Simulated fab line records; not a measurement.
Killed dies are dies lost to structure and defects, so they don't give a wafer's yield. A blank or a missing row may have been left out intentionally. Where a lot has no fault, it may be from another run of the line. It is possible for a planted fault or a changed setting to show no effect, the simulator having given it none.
Chamber matching + flow sky130 + SKY_VIA3_CMP_24 on cmp-01: 4 sister chambers
The step polishes, stops on SiO2, t overpolish 20 s, target thk 0 nm. 4 wafers are shown with their chamber, then 8 later ones without.

## WAFERS WITH THEIR CHAMBER
| wafer  | chamber | motorCurrentA (A) |
|--------|---------|-------------------|
| L964.4 | 0       | 11.4              |
| L967.3 | 3       | 11.6              |
| L967.6 | 1       | 9.9               |
| L968.1 | 2       | 11.4              |

## WAFERS WHOSE CHAMBER IS MISSING
| wafer  | motorCurrentA (A) |
|--------|-------------------|
| L968.2 | 11.7              |
| L968.4 | 11.4              |
| L970.2 | 11.3              |
| L970.5 | 10.8              |
| L970.6 | 9.9               |
| L979.4 | 11.4              |
| L979.5 | 10.9              |
| L979.6 | 11.4              |

## EACH ONE'S CHAMBER
| wafer  | from the rows above               | in truth |
|--------|-----------------------------------|----------|
| L968.2 | can't be placed: 3 or 0 or 2      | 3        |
| L968.4 | can't be placed: 0 or 2 or 3      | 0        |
| L970.2 | can't be placed: 0 or 2 or 3      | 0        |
| L970.5 | can't be placed: 0 or 2 or 3 or 1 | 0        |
| L970.6 | 1                                 | 1        |
| L979.4 | can't be placed: 0 or 2 or 3      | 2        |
| L979.5 | can't be placed: 0 or 2 or 3 or 1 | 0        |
| L979.6 | can't be placed: 0 or 2 or 3      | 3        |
Correctly placed: 1 of 8. From these rows, 7 cannot be placed; in 7 the true chamber is one of the candidates. Number placed wrongly: 0.
How it was worked out, from the rows above alone: a wafer's distance from a chamber is the root of the sum, over the readings, of the square of ((its reading less the chamber's mean) divided by the reading's scatter). The wafer belongs to the nearest chamber; if the next one is less than 2 further off, it can't be placed. Each chamber's mean is taken over the wafers shown for it. The scatter: with one shown wafer a chamber, the root of the mean of the squares of how far each hidden wafer lies from its nearest shown one.
